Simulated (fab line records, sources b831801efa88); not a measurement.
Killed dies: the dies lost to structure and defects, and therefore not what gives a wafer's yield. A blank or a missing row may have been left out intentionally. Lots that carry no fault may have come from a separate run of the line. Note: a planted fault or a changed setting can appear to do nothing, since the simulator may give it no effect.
A struck lot beside a sound one | flow gf180mcu | 17 out of 602 route steps
Sound: the wafers L323.2, L323.5, L323.6. Struck: wafers L332.1, L332.3, L332.4. The cause comes at the end.
For every step that has rows: the tool of each side, followed by ch and its chambers, followed by its first start. Under that, the readings that differ: sound wafers | struck wafers | difference of the means | sigmas: that difference in standard deviations of wafers without a fault.
alike: readings with means less than 2 such deviations apart, plus words and numbers identical on both sides. not compared: withheld readings, readings lacking a value on some wafer, bounds such as >300 that could conceal the same value, and numbers that have no deviation in the record and whose values overlap.
The two part at a step that has a row with sigmas, a row that says differs or no value, or rows on one side only. Non-overlapping numbers with no deviation appear without sigmas and do not part them. A reading that every wafer of one side lacks parts them only if that side has two wafers or more.

first, 3 steps without rows for these wafers: GF_MVPSD_EXPOSE_04 (exposes mask MVPSD, target cd 1000 nm); GF_MVPSD_PEB_05; GF_MVPSD_DEVELOP_06 (develop time 60 s).
GF_MVPSD_OVL_MEAS_07:
  sound on overlay-02, day 7 01:34; struck on overlay-01, day 9 09:54
  alike: MVPSD_OVL
then, 2 steps without rows for these wafers: GF_MVPSD_IMPLANT_08; GF_MVPSD_IMPLANT_09.
GF_MVPSD_STRIP_10: strips in O2/N2.
  sound on plasmaAsher-04 ch 0,1, day 7 01:53; struck on plasmaAsher-03 ch 0,1, day 9 10:14
  alike: drypumpMotorCurrentA, heaterPowerW, oesProductAu, platenTempC, stripTimeToEndpointS
  not compared: rfHoursCounterH
GF_MVPSD_TW_MEAS_11:
  sound on filmMetro-02, day 7 02:00; struck on filmMetro-02, day 9 10:20
  alike: MVPSD_TW
then, 4 steps without rows for these wafers: GF_VT_IMPLANT_DEHYDRATE_00 (time 60 s); GF_VT_IMPLANT_HMDS_01 (prime time 60 s); GF_VT_IMPLANT_COAT_02 (resist thk 1000 nm); GF_VT_IMPLANT_SOFTBAKE_03 (time 60 s).
GF_VT_IMPLANT_EXPOSE_04: exposes mask LVPWELL LV AREA, target cd 600 nm.
  sound on ilineStepper-01 ch 0, day 7 09:55; struck on ilineStepper-01 ch 0, day 9 19:04
reading                          | sound                | struck            | difference | sigmas
model.VT_IMPLANT.overlayXNm (nm) | -1.733 -1.733 -1.733 | 81.16 81.16 81.16 | +82.89     | 
  alike: mask
then, 2 steps without rows for these wafers: GF_VT_IMPLANT_PEB_05; GF_VT_IMPLANT_DEVELOP_06 (develop time 60 s).
GF_VT_IMPLANT_OVL_MEAS_07:
  sound on overlay-01, day 7 17:40; struck on overlay-02, day 10 03:27
reading             | sound       | struck         | difference | sigmas
VT_IMPLANT_OVL (nm) | 0.3 0.0 0.4 | 81.6 80.2 79.8 | +80.3      | +54
  not compared: hold
GF_PASSIVATION_PROBE_99:
  the record holds rows for the sound wafers here (prober-01, day 31 12:51) but none for the struck ones

WHERE THEY PART
Earliest at GF_VT_IMPLANT_OVL_MEAS_07; latest, in this record, at GF_PASSIVATION_PROBE_99.

WHY: what had been put in by the simulator
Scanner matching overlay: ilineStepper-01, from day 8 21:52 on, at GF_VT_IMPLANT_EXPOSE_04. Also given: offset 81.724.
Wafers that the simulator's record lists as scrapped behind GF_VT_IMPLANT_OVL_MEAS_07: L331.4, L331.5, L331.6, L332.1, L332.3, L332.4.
